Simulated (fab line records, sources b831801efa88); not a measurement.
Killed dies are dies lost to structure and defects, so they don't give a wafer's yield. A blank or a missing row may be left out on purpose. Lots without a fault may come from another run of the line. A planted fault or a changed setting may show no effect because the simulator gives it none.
Chamber matching | flow sky130 | SKY_VIA3_ETCH_15 on rie_diel-02: 4 sister chambers
The step etches SiO2 in C4F8/O2/Ar, stops on TiN, target depth 507 nm, time 78 s. 20 wafers are shown with their chamber, then 10 later ones without.

WAFERS WITH THEIR CHAMBER
wafer  | chamber | oes_product_au (a.u.)
L075.3 | 1       | 0.948
L075.5 | 3       | 0.950
L075.6 | 0       | 0.944
L078.1 | 1       | 0.946
L078.2 | 0       | 0.939
L078.3 | 3       | 0.950
L078.4 | 2       | 0.945
L078.5 | 1       | 0.945
L078.6 | 0       | 0.942
L081.2 | 1       | 0.937
L081.3 | 3       | 0.947
L081.6 | 2       | 0.945
L083.2 | 2       | 0.946
L083.3 | 3       | 0.948
L083.4 | 1       | 0.938
L084.1 | 2       | 0.942
L084.4 | 0       | 0.953
L084.5 | 2       | 0.949
L088.2 | 3       | 0.944
L088.3 | 1       | 0.946

SIGNATURES (means of the wafers above)
reading        | chamber 0 | chamber 1 | chamber 2 | chamber 3 | scatter within a chamber
oes_product_au | 0.94450   | 0.94333   | 0.94540   | 0.94780   | 0.00408
Rule: a wafer's distance from a chamber is the root of the sum, over the readings, of the square of ((its reading less the chamber's mean) divided by the reading's scatter). The wafer belongs to the nearest chamber; if the next one is less than 2 further off, it can't be placed. The scatter: the root of (the sum of the squares of (reading less its chamber's mean) over the shown wafers, divided by (wafers less chambers)).

WAFERS WITHOUT THEIR CHAMBER
wafer  | oes_product_au (a.u.)
L088.5 | 0.948
L089.2 | 0.957
L089.4 | 0.948
L089.6 | 0.947
L091.2 | 0.947
L091.4 | 0.950
L091.6 | 0.948
L092.2 | 0.945
L092.4 | 0.944
L092.6 | 0.949

WHICH CHAMBER EACH WENT THROUGH
wafer  | from the rows above               | in truth
L088.5 | can't be placed: 3 or 2 or 0 or 1 | 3
L089.2 | can't be placed: 3 or 2 or 0 or 1 | 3
L089.4 | can't be placed: 3 or 2 or 0 or 1 | 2
L089.6 | can't be placed: 3 or 2 or 0 or 1 | 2
L091.2 | can't be placed: 3 or 2 or 0 or 1 | 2
L091.4 | can't be placed: 3 or 2 or 0 or 1 | 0
L091.6 | can't be placed: 3 or 2 or 0 or 1 | 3
L092.2 | can't be placed: 2 or 0 or 1 or 3 | 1
L092.4 | can't be placed: 0 or 1 or 2 or 3 | 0
L092.6 | can't be placed: 3 or 2 or 0 or 1 | 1
Placed correctly: 0 of 10. Can't be placed from these rows: 10 (the true chamber is among the candidates in 10). Placed wrongly: 0.
